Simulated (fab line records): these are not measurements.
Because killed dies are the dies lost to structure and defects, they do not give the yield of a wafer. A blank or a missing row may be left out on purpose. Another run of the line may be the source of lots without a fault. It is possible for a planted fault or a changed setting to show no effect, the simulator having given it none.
Which tool did it? ; flow sky130 ; 6 lots with 18 wafers sampled at 2 steps, on a route of 708 steps

== WHAT THE GAUGES READ, wafer by wafer ==
SKY_VT_ADJUST_LVTN_TW_MEAS_10.
lot;measured;on;VT_ADJUST_LVTN_TW
L672;day 7 06:08;film_metro-01;235 237 236
L674;day 7 14:44;film_metro-02;291 293 292
L678;day 9 02:46;film_metro-01;289 287 289
L682;day 10 00:39;film_metro-01;289 288 288
L692;day 12 21:01;film_metro-03;245 245 245
L693;day 13 01:41;film_metro-03;246 247 247

== WHAT TOOL EACH LOT RAN ON (gives the tool, then ch and the chambers of the sampled wafers, and finally the start) ==
lot;SKY_VT_ADJUST_LVTN_IMPLANT_08
L672;implanter-01 ch 0, day 7 05:53
L674;implanter-01 ch 0, day 7 14:10
L678;implanter-03 ch 0, day 9 02:04
L682;implanter-03 ch 0, day 10 00:05
L692;implanter-01 ch 0, day 12 20:47
L693;implanter-01 ch 0, day 13 01:26
- SKY_VT_ADJUST_LVTN_IMPLANT_08

== THE ANSWER, worked out from the rows above alone ==
Rule: usual is defined by the lots themselves. The widest of any qualifying gaps counts: lots, ordered by their means at a reading, are off when they make up no more than a third of the lots, leave a main group of 4 or more, and stand apart from it by 3 or more times the standard deviation of that group's means. If all means in a main group match to the digits the tables above print for the reading, that group is not used. A lot without any number at a reading at which 4 lots or more have one is off too. The other lots that the step has rows for count as sound.
No lot is off at any reading shown: from this, nothing can be told.

== WHAT HAD BEEN PUT IN BY THE SIMULATOR ==
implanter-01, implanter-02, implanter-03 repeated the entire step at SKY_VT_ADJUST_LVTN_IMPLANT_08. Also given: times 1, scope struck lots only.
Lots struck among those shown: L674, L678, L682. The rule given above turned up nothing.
